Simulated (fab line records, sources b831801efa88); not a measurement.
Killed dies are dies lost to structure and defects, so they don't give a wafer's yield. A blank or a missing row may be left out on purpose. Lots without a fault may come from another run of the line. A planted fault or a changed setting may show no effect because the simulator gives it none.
Which tool did it? | flow gf180mcu | 12 lots, 36 wafers sampled, at 6 steps of a route of 602

WHAT THE GAUGES READ, wafer by wafer
GF_MVSD_TW_MEAS_11.
lot  | measured    | on            | MVSD_TW
L947 | day 4 11:17 | film_metro-03 | 1591 1595 1597
L954 | day 6 04:58 | film_metro-03 | 1606 1607 1591
L955 | day 6 10:46 | film_metro-03 | 1471 1460 1463
L957 | day 6 22:40 | film_metro-01 | 1433 1434 1448
L960 | day 7 15:16 | film_metro-03 | 1603 1603 1597
L961 | day 7 21:13 | film_metro-01 | 1587 1583 1574
L962 | day 8 02:28 | film_metro-01 | 1576 1578 1578
L963 | day 8 08:26 | film_metro-03 | 1589 1595 1577
L964 | day 8 13:22 | film_metro-03 | 1590 1586 1595
L965 | day 8 21:43 | film_metro-04 | 1580 1584 1576
L966 | day 9 03:52 | film_metro-01 | 1578 1577 1583
L969 | day 9 19:35 | film_metro-03 | 1590 1595 1597

GF_VT_IMPLANT_RS_MEAS_46: measures by four-point-probe.
lot  | measured     | on            | MVSD_RS (ohm/sq)
L947 | day 7 14:04  | film_metro-01 | 456.8 456.4 456.9
L954 | day 9 15:32  | film_metro-03 | 455.3 454.9 455.3
L955 | day 9 23:47  | film_metro-03 | 534.0 538.4 538.3
L957 | day 10 13:58 | film_metro-01 | 537.6 538.2 538.5
L960 | day 11 09:05 | film_metro-01 | 456.8 456.5 457.2
L961 | day 11 15:44 | film_metro-04 | 456.5 455.8 456.5
L962 | day 11 20:25 | film_metro-03 | 454.6 455.1 454.7
L963 | day 12 04:44 | film_metro-04 | 457.6 456.6 457.3
L964 | day 12 09:58 | film_metro-03 | 454.0 454.2 455.3
L965 | day 12 18:41 | film_metro-01 | 455.7 455.9 457.7
L966 | day 13 02:31 | film_metro-03 | 456.3 456.0 455.0
L969 | day 13 21:29 | film_metro-04 | 454.8 455.1 454.7

GF_CONTACT_OVL_MEAS_15.
lot  | measured     | on         | CONTACT_OVL (nm)
L947 | day 16 02:27 | overlay-02 | -8 4 6
L954 | day 19 00:31 | overlay-01 | -1 -4 5
L955 | day 19 10:24 | overlay-02 | -7 -7 -12
L957 | day 20 06:42 | overlay-02 | -3 1 -10
L960 | day 21 06:56 | overlay-02 | 3 7 -5
L961 | day 21 13:06 | overlay-01 | -8 -10 -6
L962 | day 21 20:26 | overlay-01 | -18 -16 -13
L963 | day 22 05:35 | overlay-01 | -1 8 6
L964 | day 22 14:00 | overlay-02 | 1 -4 -5
L965 | day 22 19:42 | overlay-01 | -16 -11 -4
L966 | day 23 04:44 | overlay-01 | -12 -14 -8
L969 | day 24 03:42 | overlay-01 | -2 0 8

WHICH TOOL RAN EACH LOT (tool, then ch and the chambers of the sampled wafers, then the start)
lot  | GF_MVSD_IMPLANT_08             | GF_MVSD_STRIP_10                    | GF_HV_LDD_STRIP_22
L947 | implanter-02 ch 0, day 4 10:55 | plasma_asher-02 ch 0,1, day 4 11:12 | plasma_asher-03 ch 0,1, day 10 19:04
L954 | implanter-03 ch 0, day 6 04:35 | plasma_asher-04 ch 0, day 6 04:52   | plasma_asher-03 ch 0,1, day 13 04:38
L955 | implanter-03 ch 0, day 6 10:23 | plasma_asher-01 ch 0,1, day 6 10:40 | plasma_asher-03 ch 0,1, day 13 13:40
L957 | implanter-03 ch 0, day 6 22:16 | plasma_asher-02 ch 0,1, day 6 22:34 | plasma_asher-01 ch 0,1, day 14 06:47
L960 | implanter-02 ch 0, day 7 14:53 | plasma_asher-04 ch 0,1, day 7 15:10 | plasma_asher-01 ch 0,1, day 15 02:10
L961 | implanter-02 ch 0, day 7 20:50 | plasma_asher-04 ch 0,1, day 7 21:07 | plasma_asher-02 ch 0,1, day 15 09:22
L962 | implanter-02 ch 0, day 8 02:04 | plasma_asher-04 ch 0,1, day 8 02:22 | plasma_asher-03 ch 0, day 15 15:56
L963 | implanter-02 ch 0, day 8 08:03 | plasma_asher-04 ch 0,1, day 8 08:19 | plasma_asher-02 ch 0, day 16 01:11
L964 | implanter-04 ch 0, day 8 12:58 | plasma_asher-02 ch 0,1, day 8 13:16 | plasma_asher-02 ch 0,1, day 16 07:44
L965 | implanter-04 ch 0, day 8 21:17 | plasma_asher-04 ch 0,1, day 8 21:34 | plasma_asher-03 ch 0,1, day 16 14:43
L966 | implanter-04 ch 0, day 9 03:28 | plasma_asher-02 ch 0,1, day 9 03:46 | plasma_asher-01 ch 0,1, day 17 00:17
L969 | implanter-04 ch 0, day 9 19:11 | plasma_asher-04 ch 0,1, day 9 19:28 | plasma_asher-01 ch 0,1, day 17 21:55
- GF_MVSD_IMPLANT_08
- GF_MVSD_STRIP_10: strips in O2/N2.
- GF_HV_LDD_STRIP_22: strips in O2/N2.

WHAT THE TOOLS THEMSELVES READ (means of the sampled wafers that have a number; where no wafer has one, the mark that the record gives instead)
GF_MVSD_IMPLANT_08.
lot  | tool         | dose_ions_cm2 | faraday_current_uA
L947 | implanter-02 | 1.6009e+13    | 90.5
L954 | implanter-03 | 1.5983e+13    | 88.4
L955 | implanter-03 | 1.1584e+13    | 65.2
L957 | implanter-03 | 1.1591e+13    | 65.0
L960 | implanter-02 | 1.6019e+13    | 89.8
L961 | implanter-02 | 1.5983e+13    | 91.5
L962 | implanter-02 | 1.6001e+13    | 89.8
L963 | implanter-02 | 1.6006e+13    | 90.8
L964 | implanter-04 | 1.6011e+13    | 89.9
L965 | implanter-04 | 1.6008e+13    | 88.8
L966 | implanter-04 | 1.6008e+13    | 88.2
L969 | implanter-04 | 1.6032e+13    | 90.1

GF_MVSD_STRIP_10.
lot  | tool            | drypump_motor_current_A (A) | heater_power_w (W) | oes_product_au (a.u.) | strip_time_to_endpoint_s (s)
L947 | plasma_asher-02 | 6.4                         | 328                | 0.721                 | 36.69
L954 | plasma_asher-04 | 5.4                         | 318                | 0.721                 | 36.89
L955 | plasma_asher-01 | 5.6                         | 337                | 0.723                 | 36.95
L957 | plasma_asher-02 | 6.4                         | 334                | 0.720                 | 36.87
L960 | plasma_asher-04 | 5.5                         | 308                | 0.721                 | 37.03
L961 | plasma_asher-04 | 5.5                         | 297                | 0.725                 | 37.05
L962 | plasma_asher-04 | 5.6                         | 296                | 0.721                 | 36.98
L963 | plasma_asher-04 | 5.5                         | 303                | 0.721                 | 36.86
L964 | plasma_asher-02 | 6.5                         | 310                | 0.725                 | 37.16
L965 | plasma_asher-04 | 5.5                         | 307                | 0.722                 | 36.92
L966 | plasma_asher-02 | 6.5                         | 303                | 0.721                 | 36.97
L969 | plasma_asher-04 | 5.6                         | 300                | 0.727                 | 37.01

GF_HV_LDD_STRIP_22.
lot  | tool            | drypump_motor_current_A (A) | heater_power_w (W) | oes_product_au (a.u.) | strip_time_to_endpoint_s (s)
L947 | plasma_asher-03 | 5.6                         | 285                | 0.714                 | 12.67
L954 | plasma_asher-03 | 5.6                         | 290                | 0.717                 | 12.68
L955 | plasma_asher-03 | 5.6                         | 284                | 0.719                 | 12.64
L957 | plasma_asher-01 | 5.6                         | 334                | 0.716                 | 12.65
L960 | plasma_asher-01 | 5.6                         | 338                | 0.717                 | 12.68
L961 | plasma_asher-02 | 6.5                         | 307                | 0.716                 | 12.64
L962 | plasma_asher-03 | 5.6                         | 275                | 0.719                 | 12.66
L963 | plasma_asher-02 | 6.3                         | 356                | 0.711                 | 12.63
L964 | plasma_asher-02 | 6.4                         | 335                | 0.714                 | 12.71
L965 | plasma_asher-03 | 5.6                         | 281                | 0.717                 | 12.67
L966 | plasma_asher-01 | 5.5                         | 308                | 0.714                 | 12.65
L969 | plasma_asher-01 | 5.6                         | 335                | 0.720                 | 12.65

THE ANSWER, worked out from the rows above alone
Rule: what is usual is taken from the lots themselves. Put in order of their means at a reading, lots are off if they are a third of the lots or fewer, leave a main group of 4 or more, and stand apart from it by a gap of 3 or more times the standard deviation of the main group's means; of several such gaps the widest counts. A main group whose means are all the same, to the digits that the tables above print for the reading, isn't used. A lot without any number at a reading at which 4 lots or more have one is off too. The other lots that the step has rows for count as sound. The gauges are gone through in route order, then the tools' own readings, and for those a lot's mean is taken as printed above. The first step at which some lot is off is used, and at that step the reading that is off furthest; a lot without a number counts as furthest.
Off: L955, L957, at GF_MVSD_TW_MEAS_11 (MVSD_TW). The main group: mean 1589, standard deviation 8.5.
A tool fits if, at a process step before that reading, it ran every lot that is off, and no sound lot after the first of them. The gauges at GF_MVSD_TW_MEAS_11 aren't tried: what is off there is off at GF_MVSD_IMPLANT_08 too, on other tools, and a gauge's error can't cause that. One fits: implanter-03 at GF_MVSD_IMPLANT_08. Its last sound lot is L954 (day 6 04:35), its first lot that is off L955 (day 6 10:23): a fault that began between those two fits.
The tool's own readings at GF_MVSD_IMPLANT_08 bear it out: on the lots that are off they differ by more than 5 times the standard deviation of the sound lots' means. dose_ions_cm2 reads 1.1588e+13 there against 1.6006e+13 on the sound lots; faraday_current_uA reads 65.1 there against 89.8 on the sound lots.

WHAT THE SIMULATOR HAD PUT IN
Process parameter drift: implanter-03, from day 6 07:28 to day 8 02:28, at GF_MVSD_IMPLANT_08. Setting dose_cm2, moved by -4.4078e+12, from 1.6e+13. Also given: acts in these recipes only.
Lots struck among those shown: L955, L957. The rule above found the same.
